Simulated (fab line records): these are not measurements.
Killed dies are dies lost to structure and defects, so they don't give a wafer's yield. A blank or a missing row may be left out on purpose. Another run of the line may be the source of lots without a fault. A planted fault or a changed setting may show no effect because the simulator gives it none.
The tool behind it: which one? || flow sky130 || 11 lots, 33 wafers sampled, at 5 steps of a route of 708

WHAT THE GAUGES READ, wafer by wafer
SKY_VIA4_OVL_MEAS_11.
{"lot": "L914", "measured": "day 43 03:20", "on": "overlay-02", "VIA4_OVL (nm)": "-0.3 1.4 0.5"}
{"lot": "L917", "measured": "day 43 23:01", "on": "overlay-01", "VIA4_OVL (nm)": "-0.8 0.3 1.0"}
{"lot": "L918", "measured": "day 44 02:20", "on": "overlay-02", "VIA4_OVL (nm)": "-0.6 0.8 -0.1"}
{"lot": "L919", "measured": "day 44 05:29", "on": "overlay-01", "VIA4_OVL (nm)": "-0.2 0.8 2.3"}
{"lot": "L921", "measured": "day 45 08:08", "on": "overlay-02", "VIA4_OVL (nm)": "1.3 1.9 1.1"}
{"lot": "L922", "measured": "day 45 08:29", "on": "overlay-01", "VIA4_OVL (nm)": "0.5 -0.1 0.9"}
{"lot": "L923", "measured": "day 45 15:16", "on": "overlay-02", "VIA4_OVL (nm)": "-0.5 -1.2 0.5"}
{"lot": "L925", "measured": "day 46 06:55", "on": "overlay-01", "VIA4_OVL (nm)": "2.2 -0.1 1.8"}
{"lot": "L926", "measured": "day 46 10:47", "on": "overlay-02", "VIA4_OVL (nm)": "-0.6 -0.9 0.7"}
{"lot": "L928", "measured": "day 47 02:23", "on": "overlay-01", "VIA4_OVL (nm)": "2.5 2.8 1.2"}
{"lot": "L929", "measured": "day 47 02:40", "on": "overlay-02", "VIA4_OVL (nm)": "-0.9 -0.9 0.0"}

TOOL THAT RAN EACH LOT (tool first, then ch and the chambers of the sampled wafers, then the start)
{"lot": "L914", "SKY_METAL4_SPUTTER_00": "pvd sputter-02, day 40 01:44", "SKY_METAL4_SPUTTER_04": "pvd sputter-02, day 40 01:51", "SKY_METAL4_METAL_ETCH_18": "rie metal-01 ch 0,1, day 42 02:58", "SKY_METAL4_STRIP_19": "plasma asher-04 ch 0,1, day 42 03:09"}
{"lot": "L917", "SKY_METAL4_SPUTTER_00": "pvd sputter-04, day 40 23:09", "SKY_METAL4_SPUTTER_04": "pvd sputter-04, day 40 23:15", "SKY_METAL4_METAL_ETCH_18": "rie metal-02 ch 0,1, day 42 23:08", "SKY_METAL4_STRIP_19": "plasma asher-03 ch 1, day 42 23:19"}
{"lot": "L918", "SKY_METAL4_SPUTTER_00": "pvd sputter-02, day 41 02:38", "SKY_METAL4_SPUTTER_04": "pvd sputter-02, day 41 02:44", "SKY_METAL4_METAL_ETCH_18": "rie metal-02 ch 0,1, day 43 03:07", "SKY_METAL4_STRIP_19": "plasma asher-01 ch 0,1, day 43 03:18"}
{"lot": "L919", "SKY_METAL4_SPUTTER_00": "pvd sputter-04, day 41 06:45", "SKY_METAL4_SPUTTER_04": "pvd sputter-04, day 41 06:51", "SKY_METAL4_METAL_ETCH_18": "rie metal-02 ch 0,1, day 43 06:25", "SKY_METAL4_STRIP_19": "plasma asher-03 ch 0,1, day 43 06:36"}
{"lot": "L921", "SKY_METAL4_SPUTTER_00": "pvd sputter-03, day 42 11:05", "SKY_METAL4_SPUTTER_04": "pvd sputter-03, day 42 11:11", "SKY_METAL4_METAL_ETCH_18": "rie metal-04 ch 0,1, day 44 09:25", "SKY_METAL4_STRIP_19": "plasma asher-03 ch 0,1, day 44 09:36"}
{"lot": "L922", "SKY_METAL4_SPUTTER_00": "pvd sputter-02, day 42 11:23", "SKY_METAL4_SPUTTER_04": "pvd sputter-02, day 42 11:29", "SKY_METAL4_METAL_ETCH_18": "rie metal-01 ch 0,1, day 44 09:31", "SKY_METAL4_STRIP_19": "plasma asher-04 ch 1, day 44 09:42"}
{"lot": "L923", "SKY_METAL4_SPUTTER_00": "pvd sputter-03, day 42 19:12", "SKY_METAL4_SPUTTER_04": "pvd sputter-03, day 42 19:18", "SKY_METAL4_METAL_ETCH_18": "rie metal-01 ch 0,1, day 44 16:45", "SKY_METAL4_STRIP_19": "plasma asher-03 ch 0,1, day 44 16:56"}
{"lot": "L925", "SKY_METAL4_SPUTTER_00": "pvd sputter-03, day 43 12:26", "SKY_METAL4_SPUTTER_04": "pvd sputter-03, day 43 12:32", "SKY_METAL4_METAL_ETCH_18": "rie metal-04 ch 0,1, day 45 08:58", "SKY_METAL4_STRIP_19": "plasma asher-04 ch 0,1, day 45 09:08"}
{"lot": "L926", "SKY_METAL4_SPUTTER_00": "pvd sputter-02, day 43 15:39", "SKY_METAL4_SPUTTER_04": "pvd sputter-02, day 43 15:46", "SKY_METAL4_METAL_ETCH_18": "rie metal-02 ch 0,1, day 45 12:11", "SKY_METAL4_STRIP_19": "plasma asher-01 ch 0,1, day 45 12:22"}
{"lot": "L928", "SKY_METAL4_SPUTTER_00": "pvd sputter-02, day 44 08:16", "SKY_METAL4_SPUTTER_04": "pvd sputter-02, day 44 08:22", "SKY_METAL4_METAL_ETCH_18": "rie metal-04 ch 0,1, day 46 04:11", "SKY_METAL4_STRIP_19": "plasma asher-01 ch 0,1, day 46 04:20"}
{"lot": "L929", "SKY_METAL4_SPUTTER_00": "pvd sputter-03, day 44 08:53", "SKY_METAL4_SPUTTER_04": "pvd sputter-03, day 44 08:59", "SKY_METAL4_METAL_ETCH_18": "rie metal-02 ch 0,1, day 46 04:28", "SKY_METAL4_STRIP_19": "plasma asher-04 ch 0,1, day 46 04:39"}
- SKY_METAL4_SPUTTER_00: material Ti, target thk 15 nm, time 10 s.
- SKY_METAL4_SPUTTER_04: material TiN, target thk 70 nm, time 58.3 s.
- SKY_METAL4_METAL_ETCH_18: etches the open film in Cl2/BCl3, stops on SiO2, target depth 845 nm, time 183.1 s.
- SKY_METAL4_STRIP_19: strips in O2/N2.

THE ANSWER, worked out from the rows above alone
Rule: the usual values come from the lots themselves. The widest of any qualifying gaps counts: lots, ordered by their means at a reading, are off when they make up no more than a third of the lots, leave a main group of 4 or more, and stand apart from it by 3 or more times the standard deviation of that group's means. A main group is skipped when, at the precision printed for the reading in the tables above, its means are all equal. Also off: a lot with no number at a reading for which 4 or more lots have one. All remaining lots with rows at the step are treated as sound.
No lot is off on any of the readings shown, so nothing can be concluded from this.

WHAT HAD BEEN PUT IN BY THE SIMULATOR
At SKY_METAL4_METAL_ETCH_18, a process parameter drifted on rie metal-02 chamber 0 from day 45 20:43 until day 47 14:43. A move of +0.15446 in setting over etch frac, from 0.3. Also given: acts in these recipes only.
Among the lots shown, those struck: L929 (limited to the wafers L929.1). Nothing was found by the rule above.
